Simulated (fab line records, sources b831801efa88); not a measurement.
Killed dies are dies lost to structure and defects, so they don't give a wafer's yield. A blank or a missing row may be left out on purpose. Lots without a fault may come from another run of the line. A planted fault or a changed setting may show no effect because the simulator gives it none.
Problem report in the 8D (eight disciplines) form, filled by code | flow gf180mcu | the parts of the form that need people (team, actions taken, sign-off) are left out

1. THE PROBLEM
cd_nm at GF_HV_LDD_CD_MEAS_46 reads a mean of 417.9 nm on 6 wafers of 2 lots; wafers without a fault read 400.1 nm with a standard deviation of 2.1. That is +8.5 standard deviations from the usual mean.
The step: target cd 400 nm.
First seen on wafer L853.1, day 18 00:57, on cd_sem-02. The record holds 42 wafers of 14 lots with a number at this step. Rule for "out", or "out of limits": more than 4 standard deviations from the usual mean. The other wafers with a number count as sound.

2. WHAT IT IS AND WHAT IT IS NOT
question                    | is                     | is not
which readings at this step | cd_nm                  | -
which lots                  | L853, L854             | L837, L838, L839, L840, L841, L842, L843, L845, L847, L850, L857, L859
which wafers of those lots  | all that have a number | -
read on which gauges        | cd_sem-02              | cd_sem-01
when                        | from day 18 00:57      | up to then (30 sound wafers); but 6 sound wafers of L857, L859 came after

3. SUSPECTS, AND WHAT RULES EACH OUT
Counting: a tool at a process step up to the reading stays a suspect if it ran every lot that is out and no sound lot after the first of them.
- the gauge at GF_HV_LDD_CD_MEAS_46: ruled out. All the wafers that are out were read on cd_sem-02, but those of them that GF_HV_LDD_EXPOSE_43 has rows for are out there too, on other tools.
- iline_stepper-02 at GF_HV_LDD_EXPOSE_43 (exposes mask Pplus HV AREA, target cd 400 nm): kept. It ran every lot that is out, first L853 (day 17 14:03), and no sound lot after that; its last sound lot up to then is L850 (day 16 14:55). Its own readings are out on those wafers: exposure_dose_mJ_cm2.
Left after counting: iline_stepper-02 at GF_HV_LDD_EXPOSE_43.

4. THE CAUSE (what the simulator had put in)
Process parameter drift: iline_stepper-02, from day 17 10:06 on, at GF_HV_LDD_EXPOSE_43. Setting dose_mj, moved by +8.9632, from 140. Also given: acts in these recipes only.
Counting left only this tool.

5. THE CHAIN OF EFFECTS, in route order
Each row: a reading whose mean over the struck wafers that have a number lies more than 3 standard deviations from the usual. Only readings for which the record gives a usual standard deviation are gone through. hours: the time from each lot's start at the first step in this table that gives one to its start at this step, as a median over the lots. sigmas: the change in usual standard deviations.
hours | step                 | reading              | usual    | on struck wafers | change | sigmas
0     | GF_HV_LDD_EXPOSE_43  | exposure_dose_mJ_cm2 | 140.02   | 148.93           | +8.91  | +69
11    | GF_HV_LDD_CD_MEAS_46 | cd_nm                | 400.1 nm | 417.9            | +17.8  | +8.5
The process steps in it:
- GF_HV_LDD_EXPOSE_43: exposes mask Pplus HV AREA, target cd 400 nm.
Later measuring or inspecting steps at which every struck wafer that the step has a row for has a number for every such reading, and none has moved that far: GF_NSD_CD_MEAS_07, GF_V2_THK_MEAS_01, GF_V2_THK_MEAS_03.

6. WHAT WOULD HAVE CAUGHT IT SOONER
In this record the first reading out of limits at a measuring or inspecting step was taken at day 18 00:57, 15 hours after the fault began at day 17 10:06.
The tool's own readings at GF_HV_LDD_EXPOSE_43 were out on every struck wafer that the step has a row for (exposure_dose_mJ_cm2): an alarm limit on them would have fired on the first of those.
All the lots that are out (2) had begun GF_HV_LDD_EXPOSE_43 on iline_stepper-02 by day 18 00:57. A hold on the tool at that time would have spared none of them.
